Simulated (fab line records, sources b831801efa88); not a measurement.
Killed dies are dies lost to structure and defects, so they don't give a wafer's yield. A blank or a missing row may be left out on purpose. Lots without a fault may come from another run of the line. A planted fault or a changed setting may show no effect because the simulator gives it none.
fab line records | flow gf180mcu
record lots=24 wafers=72 last_day=34
route steps=602 shown STI@3 SALICIDE@282 M1@316 V1@337 V2@387 V4@479
lots that met no fault: from a run of the same line without faults
start_h: hours from the record's first day to the start of the lot's first wafer shown | wait_h: hours since the lot's step before | " the same as in the row above | L1.1+2: a row that stands for several wafers | - no value, or no start given | * or withheld: withheld | < > ~ a bound
route shown NAME@n: a module of which the file shows steps, and the number in the route of the first | usual: mean/standard deviation of fault-free wafers | same: alike in all rows | chamber/n: place in a boat | sites: the reading at each site | _std_site: their standard deviation | _edge_site: outer sites' mean less inner sites' | radius_mm: how far each site lies from the wafer's centre | mask NAME#n: copy n | behind: the tool/chamber that last shaped the wafer | hold: why the lot was held/for how many hours/how that ended | device: the transistor (n, p or np) that didn't switch | end of line: the same wafers' tests at the end of the route | a step without rows: its recipe alone | killed: dies lost to structure and defects at the first sort, not the wafer's yield | map: a wafer's dies, x killed, . not, _ none there
set.NAME: the setting as run; set.NAME@STEP: as run at that earlier step | model.NAME: the simulator's own value behind a step, which no gauge read
steps of the route over a sample of lots; a table a step, a row a wafer
services: from which hour (start_h, from the record's first day; less than 0 if before it) a tool's chamber was out of use, for how many hours, and why
## steps
# step GF_STI_THK_MEAS_02
# recipe reads=SiO2_of_STI_OXIDATION_01
# usual STI_OXIDATION_THK=9.97/0.2
# columns lot.wafer tool chamber start_h wait_h STI_OXIDATION_THK[nm]
L074.1 film_metro-02 - 11.51 0.0 10.27
L074.3 " - " " 10.27
L074.4 " - " " 10.14
L075.1 film_metro-02 - 18.43 0.0 10.34
L075.3 " - " " 10.13
L075.4 " - " " 10.32
L076.1 film_metro-04 - 21.51 0.0 10.03
L076.3 " - " " 10.22
L076.6 " - " " 10.27
L077.3 film_metro-04 - 27.24 0.0 10.41
L077.4 " - " " 10.09
L077.5 " - " " 10.03
L078.1 film_metro-02 - 31.51 0.0 10.09
L078.4 " - " " 9.89
L078.6 " - " " 10.02
L079.2 film_metro-02 - 37.86 0.0 9.87
L079.5 " - " " 9.84
L079.6 " - " " 9.88
L080.3 film_metro-02 - 41.95 0.0 9.91
L080.5 " - " " 9.83
L080.6 " - " " 9.76
L081.4 film_metro-03 - 46.79 0.0 9.91
L081.5 " - " " 9.96
L081.6 " - " " 9.89
L082.1 film_metro-03 - 53.39 0.0 10.15
L082.2 " - " " 9.79
L082.4 " - " " 9.95
L083.1 film_metro-04 - 56.51 0.0 10.23
L083.3 " - " " 10.26
L083.6 " - " " 10.07
L084.1 film_metro-03 - 61.86 0.0 10.29
L084.5 " - " " 10.01
L084.6 " - " " 10.06
L085.3 film_metro-04 - 66.53 0.0 10.05
L085.5 " - " " 10.16
L085.6 " - " " 10.24
L086.1 film_metro-03 - 71.51 0.0 9.93
L086.2 " - " " 9.89
L086.6 " - " " 9.78
L087.3 film_metro-02 - 76.53 0.0 9.79
L087.4 " - " " 9.80
L087.5 " - " " 9.86
L088.3 film_metro-04 - 81.53 0.0 10.08
L088.5 " - " " 10.13
L088.6 " - " " 10.04
L089.2 film_metro-04 - 87.14 0.0 9.53
L089.3 " - " " 9.59
L089.5 " - " " 9.53
L090.1 film_metro-02 - 91.51 0.0 9.80
L090.2 " - " " 9.89
L090.3 " - " " 9.91
L091.2 film_metro-02 - 96.52 0.0 10.06
L091.5 " - " " 9.93
L091.6 " - " " 10.00
L092.1 film_metro-02 - 103.44 0.0 9.90
L092.2 " - " " 9.65
L092.5 " - " " 9.72
L093.4 film_metro-03 - 110.89 0.0 9.82
L093.5 " - " " 9.82
L093.6 " - " " 9.85
L094.4 film_metro-03 - 113.41 0.0 9.79
L094.5 " - " " 9.68
L094.6 " - " " 9.93
L095.1 film_metro-03 - 117.47 0.0 9.90
L095.4 " - " " 9.82
L095.5 " - " " 9.82
L096.1 film_metro-04 - 121.51 0.0 10.23
L096.2 " - " " 10.11
L096.3 " - " " 10.01
L097.1 film_metro-02 - 126.51 0.0 10.16
L097.3 " - " " 10.38
L097.5 " - " " 10.27
# step GF_SALICIDE_RS_MEAS_04
# recipe thk_meas_gauge=four-point-probe reads=TiN_of_SALICIDE_SPUTTER_03+Co_of_SALICIDE_SPUTTER_02
# usual SALICIDE_TIN_RS=16.2/0.3
# columns lot.wafer tool chamber start_h wait_h SALICIDE_TIN_RS[ohm/sq]
L074.1 film_metro-04 - 336.17 0.0 16.6
L074.3 " - " " 16.3
L074.4 " - " " 16.7
L075.1 film_metro-01 - 348.96 0.0 16.0
L075.3 " - " " 15.9
L075.4 " - " " 15.9
L076.1 film_metro-03 - 357.48 0.0 16.2
L076.3 " - " " 16.7
L076.6 " - " " 16.8
L077.3 film_metro-01 - 365.41 0.1 16.6
L077.4 " - " " 16.6
L077.5 " - " " 16.5
L078.1 film_metro-01 - 376.64 0.0 15.9
L078.4 " - " " 16.1
L078.6 " - " " 16.1
L079.2 film_metro-01 - 384.81 0.0 16.2
L079.5 " - " " 16.4
L079.6 " - " " 16.0
L080.3 film_metro-01 - 393.14 0.1 16.1
L080.5 " - " " 16.2
L080.6 " - " " 16.0
L081.4 film_metro-01 - 403.28 0.1 16.1
L081.5 " - " " 16.4
L081.6 " - " " 16.4
L082.1 film_metro-04 - 409.34 0.0 16.4
L082.2 " - " " 15.7
L082.4 " - " " 15.9
L083.1 film_metro-01 - 424.83 0.0 16.7
L083.3 " - " " 16.1
L083.6 " - " " 16.2
L084.1 film_metro-03 - 427.14 0.0 15.9
L084.5 " - " " 16.0
L084.6 " - " " 15.9
L085.3 film_metro-04 - 429.76 0.1 16.6
L085.5 " - " " 16.6
L085.6 " - " " 16.3
L086.1 film_metro-03 - 443.12 0.0 16.9
L086.2 " - " " 17.0
L086.6 " - " " 16.9
L087.3 film_metro-03 - 454.50 0.1 16.0
L087.4 " - " " 16.1
L087.5 " - " " 15.9
L088.3 film_metro-04 - 475.23 0.1 16.0
L088.5 " - " " 16.0
L088.6 " - " " 16.1
L089.2 film_metro-01 - 479.56 0.0 15.9
L089.3 " - " " 16.4
L089.5 " - " " 15.8
L090.1 film_metro-03 - 481.73 0.0 15.8
L090.2 " - " " 16.1
L090.3 " - " " 15.8
L091.2 film_metro-04 - 487.49 0.0 15.8
L091.5 " - " " 16.1
L091.6 " - " " 15.7
L092.1 film_metro-03 - 499.27 0.0 16.5
L092.2 " - " " 16.1
L092.5 " - " " 16.4
L094.4 film_metro-04 - 512.83 0.1 16.1
L094.5 " - " " 15.9
L094.6 " - " " 16.2
L093.4 film_metro-04 - 513.42 0.1 15.9
L093.5 " - " " 16.0
L093.6 " - " " 15.7
L095.1 film_metro-04 - 527.07 0.0 15.8
L095.4 " - " " 16.2
L095.5 " - " " 15.9
L096.1 film_metro-04 - 527.77 0.0 16.1
L096.2 " - " " 16.1
L096.3 " - " " 16.1
L097.1 film_metro-01 - 532.31 0.0 15.7
L097.3 " - " " 16.6
L097.5 " - " " 16.2
# step GF_M1_SPUTTER_01
# recipe material=TiN target_thk_nm=30 power_w=6500 time_s=25 chamber_pressure_pa=0.4
# usual throttle_valve_pct=30.1/1.1
# columns lot.wafer tool chamber start_h wait_h throttle_valve_pct
L074.1 pvd_sputter-01 - 359.28 0.1 29.4
L074.3 " - " " 28.6
L074.4 " - " " 30.6
L075.1 pvd_sputter-04 - 372.83 0.1 31.5
L075.3 " - " " 30.3
L075.4 " - " " 31.1
L076.1 pvd_sputter-04 - 382.11 0.1 28.7
L076.3 " - " " 31.4
L076.6 " - " " 30.5
L077.3 pvd_sputter-01 - 390.45 0.1 29.1
L077.4 " - " " 28.7
L077.5 " - " " 29.3
L078.1 pvd_sputter-04 - 401.88 0.1 30.5
L078.4 " - " " 31.3
L078.6 " - " " 31.3
L079.2 pvd_sputter-04 - 410.43 0.1 30.5
L079.5 " - " " 30.4
L079.6 " - " " 31.5
L080.3 pvd_sputter-01 - 418.97 0.1 29.6
L080.5 " - " " 30.4
L080.6 " - " " 28.7
L081.4 pvd_sputter-01 - 429.91 0.1 28.6
L081.5 " - " " 29.5
L081.6 " - " " 29.0
L082.1 pvd_sputter-04 - 436.32 0.1 30.3
L082.2 " - " " 30.8
L082.4 " - " " 31.4
L083.1 pvd_sputter-04 - 451.81 0.1 31.4
L083.3 " - " " 28.8
L083.6 " - " " 30.5
L084.1 pvd_sputter-01 - 454.45 0.1 29.6
L084.5 " - " " 29.6
L084.6 " - " " 29.0
L085.3 pvd_sputter-04 - 457.36 0.1 30.7
L085.5 " - " " 30.6
L085.6 " - " " 31.0
L086.1 pvd_sputter-03 - 470.11 0.1 30.2
L086.2 " - " " 30.6
L086.6 " - " " 29.2
L087.3 pvd_sputter-04 - 481.37 0.1 28.9
L087.4 " - " " 31.3
L087.5 " - " " 31.2
L088.3 pvd_sputter-01 - 500.91 0.1 30.5
L088.5 " - " " 30.5
L088.6 " - " " 29.3
L089.2 pvd_sputter-01 - 504.91 0.1 29.8
L089.3 " - " " 30.6
L089.5 " - " " 28.6
L090.1 pvd_sputter-04 - 507.73 0.1 31.2
L090.2 " - " " 31.3
L090.3 " - " " 28.7
L091.2 pvd_sputter-01 - 513.16 0.1 30.3
L091.5 " - " " 28.5
L091.6 " - " " 29.6
L092.1 pvd_sputter-01 - 525.03 0.1 29.3
L092.2 " - " " 30.5
L092.5 " - " " 28.7
L094.4 pvd_sputter-03 - 538.40 0.1 32.8
L094.5 " - " " 29.0
L094.6 " - " " 32.6
L093.4 pvd_sputter-04 - 539.10 0.1 28.9
L093.5 " - " " 30.2
L093.6 " - " " 31.1
L095.1 pvd_sputter-01 - 552.26 0.1 29.1
L095.4 " - " " 28.6
L095.5 " - " " 30.7
L096.1 pvd_sputter-04 - 552.94 0.1 31.1
L096.2 " - " " 31.1
L096.3 " - " " 30.5
L097.1 pvd_sputter-03 - 556.87 0.1 29.1
L097.3 " - " " 30.2
L097.5 " - " " 33.0
# step GF_V1_CVD_02
# recipe material=SiO2 target_thk_nm=850 precursor=TEOS temp_c=400 time_s=94.851 rf_w=600
# usual heater_power_w=634/94
# columns lot.wafer tool chamber start_h wait_h heater_power_w
L074.1 pecvd-01 2 383.09 0.1 641
L074.3 " 0 " " 675
L074.4 " 1 " " 663
L075.1 pecvd-01 0 397.22 0.1 677
L075.3 " 2 " " 702
L075.4 " 0 " " 727
L076.1 pecvd-02 0 405.71 0.1 498
L076.3 " 1 " " 731
L076.6 " 0 " " 550
L077.3 pecvd-04 1 414.95 0.1 571
L077.4 " 2 " " 813
L077.5 " 2 " " 656
L078.1 pecvd-01 1 426.69 0.1 655
L078.4 " 0 " " 738
L078.6 " 2 " " 573
L079.2 pecvd-02 0 436.22 0.0 487
L079.5 " 2 " " 463
L079.6 " 0 " " 534
L080.3 pecvd-04 0 444.11 0.0 626
L080.5 " 0 " " 682
L080.6 " 2 " " 631
L081.4 pecvd-02 1 456.22 0.1 611
L081.5 " 2 " " 487
L081.6 " 0 " " 584
L082.1 pecvd-04 2 461.69 0.1 770
L082.2 " 0 " " 654
L082.4 " 0 " " 684
L083.1 pecvd-02 0 476.83 0.1 502
L083.3 " 2 " " 462
L083.6 " 1 " " 699
L084.1 pecvd-01 1 479.65 0.1 667
L084.5 " 0 " " 684
L084.6 " 1 " " 533
L085.3 pecvd-02 0 482.87 0.0 519
L085.5 " 2 " " 515
L085.6 " 0 " " 562
L086.1 pecvd-01 2 495.16 0.1 691
L086.2 " 0 " " 658
L086.6 " 1 " " 693
L087.3 pecvd-04 0 506.14 0.0 639
L087.4 " 0 " " 685
L087.5 " 1 " " 578
L088.3 pecvd-01 1 524.64 0.0 660
L088.5 " 2 " " 677
L088.6 " 1 " " 533
L089.2 pecvd-02 2 529.39 0.0 504
L089.3 " 1 " " 657
L089.5 " 2 " " 394
L090.1 pecvd-01 1 531.54 0.1 638
L090.2 " 0 " " 675
L090.3 " 2 " " 643
L091.2 pecvd-04 1 537.29 0.0 709
L091.5 " 2 " " 765
L091.6 " 0 " " 665
L092.1 pecvd-02 0 549.08 0.1 596
L092.2 " 1 " " 770
L092.5 " 1 " " 617
L094.4 pecvd-02 2 562.26 0.1 469
L094.5 " 0 " " 580
L094.6 " 1 " " 750
L093.4 pecvd-01 0 562.90 0.1 735
L093.5 " 2 " " 550
L093.6 " 1 " " 645
L095.1 pecvd-01 0 575.18 0.1 664
L095.4 " 2 " " 657
L095.5 " 0 " " 693
L096.1 pecvd-04 0 575.98 0.1 676
L096.2 " 2 " " 824
L096.3 " 1 " " 607
L097.1 pecvd-01 1 579.92 0.1 558
L097.3 " 0 " " 678
L097.5 " 2 " " 639
# step GF_V2_BOW_MEAS_05
# recipe mode=bow
# usual V2_BOW=100/8.6
# columns lot.wafer tool chamber start_h wait_h V2_BOW[um]
L074.1 film_metro-01 - 434.52 0.2 93
L074.3 " - " " 109
L074.4 " - " " 103
L075.1 film_metro-03 - 449.39 0.2 97
L075.3 " - " " 92
L075.4 " - " " 89
L076.1 film_metro-02 - 457.48 0.1 112
L076.3 " - " " 114
L076.6 " - " " 101
L077.3 film_metro-03 - 466.47 0.1 83
L077.4 " - " " 93
L077.5 " - " " 91
L078.1 film_metro-01 - 479.16 0.2 91
L078.4 " - " " 95
L078.6 " - " " 96
L079.2 film_metro-03 - 488.60 0.2 102
L079.5 " - " " 105
L079.6 " - " " 102
L080.3 film_metro-01 - 496.05 0.2 106
L080.5 " - " " 115
L080.6 " - " " 93
L081.4 film_metro-03 - 507.12 0.2 101
L081.5 " - " " 108
L081.6 " - " " 78
L082.1 film_metro-03 - 512.48 0.2 106
L082.2 " - " " 88
L082.4 " - " " 93
L083.1 film_metro-02 - 528.08 0.2 94
L083.3 " - " " 98
L083.6 " - " " 100
L084.1 film_metro-01 - 529.68 0.2 96
L084.5 " - " " 93
L084.6 " - " " 97
L085.3 film_metro-02 - 533.66 0.1 100
L085.5 " - " " 104
L085.6 " - " " 110
L086.1 film_metro-03 - 544.56 0.2 86
L086.2 " - " " 88
L086.6 " - " " 93
L087.3 film_metro-01 - 554.97 0.2 95
L087.4 " - " " 103
L087.5 " - " " 97
L088.3 film_metro-03 - 573.66 0.2 99
L088.5 " - " " 87
L088.6 " - " " 71
L089.2 film_metro-01 - 578.21 0.1 117
L089.3 " - " " 106
L089.5 " - " " 106
L090.1 film_metro-01 - 580.14 0.1 108
L090.2 " - " " 104
L090.3 " - " " 107
L091.2 film_metro-01 - 585.65 0.2 99
L091.5 " - " " 89
L091.6 " - " " 95
L092.1 film_metro-02 - 596.48 0.1 116
L092.2 " - " " 98
L092.5 " - " " 119
L094.4 film_metro-02 - 607.65 0.2 87
L094.5 " - " " 105
L094.6 " - " " 96
L093.4 film_metro-03 - 609.24 0.3 99
L093.5 " - " " 87
L093.6 " - " " 94
L095.1 film_metro-01 - 620.12 0.2 108
L095.4 " - " " 103
L095.5 " - " " 110
L096.1 film_metro-02 - 621.59 0.2 112
L096.2 " - " " 94
L096.3 " - " " 100
L097.1 film_metro-03 - 625.07 0.1 110
L097.3 " - " " 108
L097.5 " - " " 111
# step GF_V4_THK_MEAS_03
# recipe reads=SiO2_of_V4_CVD_02
# usual V4_CVD_02_THK=847/13
# columns lot.wafer tool chamber start_h wait_h V4_CVD_02_THK[nm]
L074.1 film_metro-02 - 535.32 0.0 838
L074.3 " - " " 828
L074.4 " - " " 853
L075.1 film_metro-01 - 548.19 0.0 844
L075.3 " - " " 823
L075.4 " - " " 858
L076.1 film_metro-01 - 557.47 0.0 842
L076.3 " - " " 834
L076.6 " - " " 833
L077.3 film_metro-02 - 565.28 0.1 844
L077.4 " - " " 853
L077.5 " - " " 844
L078.1 film_metro-02 - 576.51 0.0 831
L078.4 " - " " 846
L078.6 " - " " 850
L079.2 film_metro-03 - 586.05 0.0 843
L079.5 " - " " 854
L079.6 " - " " 852
L080.3 film_metro-02 - 592.34 0.1 834
L080.5 " - " " 859
L080.6 " - " " 859
L081.4 film_metro-03 - 601.50 0.0 854
L081.5 " - " " 857
L081.6 " - " " 841
L082.1 film_metro-02 - 606.77 0.0 851
L082.2 " - " " 821
L082.4 " - " " 846
L083.1 film_metro-03 - 621.12 0.0 841
L083.3 " - " " 851
L083.6 " - " " 865
L084.1 film_metro-03 - 622.76 0.0 831
L084.5 " - " " 873
L084.6 " - " " 865
L085.3 film_metro-03 - 626.04 0.1 863
L085.5 " - " " 866
L085.6 " - " " 878
L086.1 film_metro-02 - 635.38 0.0 832
L086.2 " - " " 842
L086.6 " - " " 861
L087.3 film_metro-01 - 645.80 0.1 847
L087.4 " - " " 836
L087.5 " - " " 872
L088.3 film_metro-01 - 662.50 0.1 827
L088.5 " - " " 845
L088.6 " - " " 847
L089.2 film_metro-03 - 666.18 0.0 840
L089.3 " - " " 825
L089.5 " - " " 839
L090.1 film_metro-03 - 668.21 0.0 859
L090.2 " - " " 858
L090.3 " - " " 842
L091.2 film_metro-01 - 672.66 0.0 842
L091.5 " - " " 857
L091.6 " - " " 851
L092.1 film_metro-02 - 681.41 0.0 841
L092.2 " - " " 848
L092.5 " - " " 856
L094.4 film_metro-02 - 691.46 0.0 831
L094.5 " - " " 823
L094.6 " - " " 844
L093.4 film_metro-01 - 694.56 0.0 854
L093.5 " - " " 863
L093.6 " - " " 840
L095.1 film_metro-02 - 703.87 0.0 858
L095.4 " - " " 868
L095.5 " - " " 865
L096.1 film_metro-03 - 704.53 0.0 829
L096.2 " - " " 832
L096.3 " - " " 826
L097.1 film_metro-01 - 707.67 0.0 857
L097.3 " - " " 857
L097.5 " - " " 866
## services
# columns tool chamber start_h hours kind
pvd_sputter-03 - 357.56 2.6 repair
pecvd-02 - 357.92 0.5 repair
pecvd-01 - 368.88 14.0 pm
pecvd-01 0 368.88 14.0 vent_cycle
pecvd-01 1 368.88 14.0 vent_cycle
pecvd-01 2 368.88 14.0 vent_cycle
pecvd-02 0 369.31 17.6 repair
pecvd-01 0 382.88 - clean
pecvd-01 - 396.08 0.3 repair
pecvd-04 0 401.79 15.3 repair
pvd_sputter-04 3 422.57 - consumable_replace:kit
pvd_sputter-04 3 422.57 18.0 scheduled_down
pvd_sputter-04 3 422.57 18.0 vent_cycle
pecvd-04 - 423.45 1.1 repair
pecvd-01 1 440.52 3.6 repair
pvd_sputter-03 - 444.15 9.1 repair
pecvd-01 2 445.74 5.2 repair
pvd_sputter-04 - 452.22 3.9 repair
pecvd-01 - 459.17 6.0 pm
pecvd-01 - 469.41 1.8 repair
pecvd-04 2 521.88 2.1 repair
pvd_sputter-01 - 552.55 1.5 repair
pecvd-01 2 565.03 4.0 repair
pecvd-04 - 578.54 6.0 pm
## key
fault none
